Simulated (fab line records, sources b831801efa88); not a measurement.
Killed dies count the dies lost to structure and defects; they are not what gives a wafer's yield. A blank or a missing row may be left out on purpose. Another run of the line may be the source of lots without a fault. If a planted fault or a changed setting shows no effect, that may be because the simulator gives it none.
Comparing a struck lot with a sound one ; flow sky130 ; 15 steps out of a route of 708
Sound: wafers L841.2, L841.3, L841.4. The struck wafers were L849.1, L849.3, L849.5. The cause is named last.
Order at every step that has rows: each side's tool, ch and its chambers, its first start. Under that, the readings that differ: sound wafers ; struck wafers ; difference of the means ; sigmas: that difference in standard deviations of wafers without a fault.
alike: readings whose means differ by less than 2 such deviations, and words and numbers that are the same on both sides. not compared: withheld readings, readings that some wafer has no value for, bounds like >300 that may hide the same value, and numbers for which the record gives no deviation and whose values overlap.
Wherever a step has rows on one side only, a row that says differs or no value, or a row with sigmas, the two part there. Non-overlapping numbers with no deviation appear without sigmas and do not part them. A reading that every wafer of one side lacks parts them only if that side has two wafers or more.

SKY_LDD_HVP_STRIP_09: strips in O2/N2.
  sound on plasma_asher-02 ch 0,1, day 25 14:17; struck on plasma_asher-01 ch 0,1, day 27 21:56
  alike: drypump_motor_current_A, oes_product_au, strip_time_to_endpoint_s
  not compared: rf_hours_counter_h
SKY_LDD_HVP_TW_MEAS_10:
  sound: film_metro-02 at day 25 14:23; struck: film_metro-03 at day 27 22:02
reading;sound;struck;difference;sigmas
LDD_HVP_TW;448 448 450;462 465 464;+15;+3
then, 7 steps without rows for these wafers: SKY_LDD_LDN_DEHYDRATE_00 (time 60 s); SKY_LDD_LDN_HMDS_01 (prime time 60 s); SKY_LDD_LDN_COAT_02 (resist thk 1140 nm); SKY_LDD_LDN_SOFTBAKE_03 (time 60 s); SKY_LDD_LDN_EXPOSE_04 (exposes mask LDNTM, target cd 700 nm); SKY_LDD_LDN_PEB_05; SKY_LDD_LDN_DEVELOP_06 (develop time 60 s).
SKY_LDD_LDN_OVL_MEAS_07:
  sound: overlay-02 at day 26 20:14; struck: overlay-01 at day 29 02:33
  alike: LDD_LDN_OVL
then, 2 steps without rows for these wafers: SKY_LDD_LDN_IMPLANT_08; SKY_LDD_LDN_IMPLANT_09.
SKY_LDD_LDN_IMPLANT_10:
  sound on implanter-01 ch 0, day 26 20:35; struck on implanter-01 ch 0, day 29 02:53
reading;sound;struck;difference;sigmas
dose_ions_cm2;1.2493e+13 1.2508e+13 1.2505e+13;8.364e+12 8.375e+12 8.369e+12;-4.133e+12;-99 or more
faraday_current_uA;73.6 69.8 71.8;47.1 48.2 46.2;-24.6;-18
then, 1 step without rows for these wafers: SKY_LDD_LDN_IMPLANT_11.
-- record jumps: 21 days separate the struck wafers' starts on either side; left off in module LDD_LDN, taken up again in module PAD_OPEN, whose first shown step is the route's number 708 --
SKY_PAD_OPEN_PROBE_99:
  sound: prober-01 at day 48 20:50; struck: prober-01 at day 50 08:09
reading;sound;struck;difference;sigmas
model.etest.tip_sonos.rs_ohm_sq;2685 2626 2579;2799 2801 2888;+199;
  alike: killed_at_M0_to_M3, killed_at_M4_up, killed_at_contacts, killed_at_front_end, killed_at_other, killed_dies, killed_open, killed_short

== WHERE THEY PART ==
First at SKY_LDD_HVP_TW_MEAS_10; last, within this record, at SKY_LDD_LDN_IMPLANT_10. Later steps at which nothing parts them and some readings are alike: SKY_PAD_OPEN_PROBE_99.

WHY: the cause the simulator had injected
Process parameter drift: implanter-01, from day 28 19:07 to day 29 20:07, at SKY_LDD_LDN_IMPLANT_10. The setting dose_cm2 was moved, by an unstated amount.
